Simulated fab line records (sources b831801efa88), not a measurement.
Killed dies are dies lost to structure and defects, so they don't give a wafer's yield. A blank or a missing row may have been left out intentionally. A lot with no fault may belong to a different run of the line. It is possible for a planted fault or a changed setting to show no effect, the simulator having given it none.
Comparing a struck lot with a sound one || flow gf180mcu || 14 out of 602 route steps
Sound: the wafers L728.1, L728.2, L728.3. Wafers struck: L740.2, L740.3, L740.6. Last of all comes the cause.
Order at every step that has rows: each side's tool, ch and its chambers, its first start. Under that, the readings that differ: sound wafers || struck wafers || difference of the means || sigmas: that difference in standard deviations of wafers without a fault.
alike: same words and numbers on both sides, and readings whose means sit less than 2 such deviations apart. not compared: any withheld reading, any reading some wafer has no value for, any bound like >300 that may hide the same value, and any number with overlapping values for which the record gives no deviation.
Wherever a step has rows on one side only, a row that says differs or no value, or a row with sigmas, the two part there. When numbers do not overlap yet have no deviation, they are printed without sigmas and do not part them. Lack of a reading on every wafer of one side parts them only where that side has two or more wafers.

GF_V5_CMP_26: polishes, stops on SiO2, t overpolish 15 s, target thk 0 nm.
  sound on cmp-01 ch 0,1,3, day 28 09:07; struck on cmp-01 ch 0,1, day 31 22:34
  alike: motor-current-A, overpolish-run-s, retaining-ring-pressure-frac, time-to-endpoint-s
GF_TOP_METAL_SPUTTER_00: material Ti, target thk 37.5 nm, time 150 s.
  sound on pvd-sputter-01 at day 28 09:25; struck on pvd-sputter-04 at day 31 22:52
  alike: cathode-dc-power-W, throttle-valve-pct
GF_TOP_METAL_SPUTTER_01: material TiN, target thk 30 nm, time 25 s.
  sound on pvd-sputter-01 at day 28 09:31; struck on pvd-sputter-04 at day 31 22:58
  alike: cathode-dc-power-W, throttle-valve-pct
then, 1 step without rows for these wafers: GF_TOP_METAL_SPUTTER_02 (material AlCu, target thk 900 nm, time 47.82 s).
GF_TOP_METAL_SPUTTER_03: material Ti, target thk 5 nm, time 3.3 s.
  sound on pvd-sputter-01 at day 28 09:35; struck on pvd-sputter-04 at day 31 23:02
  alike: cathode-dc-power-W, throttle-valve-pct
GF_TOP_METAL_SPUTTER_04: material TiN, target thk 25 nm, time 20.8 s.
  sound on pvd-sputter-01 at day 28 09:36; struck on pvd-sputter-04 at day 31 23:03
  alike: cathode-dc-power-W, throttle-valve-pct
GF_TOP_METAL_RS_MEAS_05: measures by four-point-probe.
  sound on film-metro-03 at day 28 09:38; struck on film-metro-03 at day 31 23:06
  alike: TOP_METAL_ALCU_RS
GF_TOP_METAL_THK_MEAS_06: measures by xrf.
  sound on film-metro-03 at day 28 09:45; struck on film-metro-03 at day 31 23:13
  alike: TOP_METAL_ALCU_THK
then, 4 steps without rows for these wafers: GF_TOP_METAL_DEHYDRATE_07 (time 60 s); GF_TOP_METAL_HMDS_08 (prime time 60 s); GF_TOP_METAL_COAT_09 (resist thk 1500 nm); GF_TOP_METAL_SOFTBAKE_10 (time 60 s).
GF_TOP_METAL_EXPOSE_11: exposes mask MetalTop, target cd 440 nm.
  sound on iline-stepper-02 ch 0, day 28 19:20; struck on iline-stepper-01, day 32 07:10
  no value came back on the struck wafers for exposure-dose-mJ-cm2, focus-offset-nm (nm); on the sound wafers exposure-dose-mJ-cm2 reads 170.24 170.19 170.56
  alike: mask
then, 1 step without rows for these wafers: GF_TOP_METAL_PEB_12.

WHERE THEY PART
Within this record, at GF_TOP_METAL_EXPOSE_11 only.

WHY: what had been put in by the simulator
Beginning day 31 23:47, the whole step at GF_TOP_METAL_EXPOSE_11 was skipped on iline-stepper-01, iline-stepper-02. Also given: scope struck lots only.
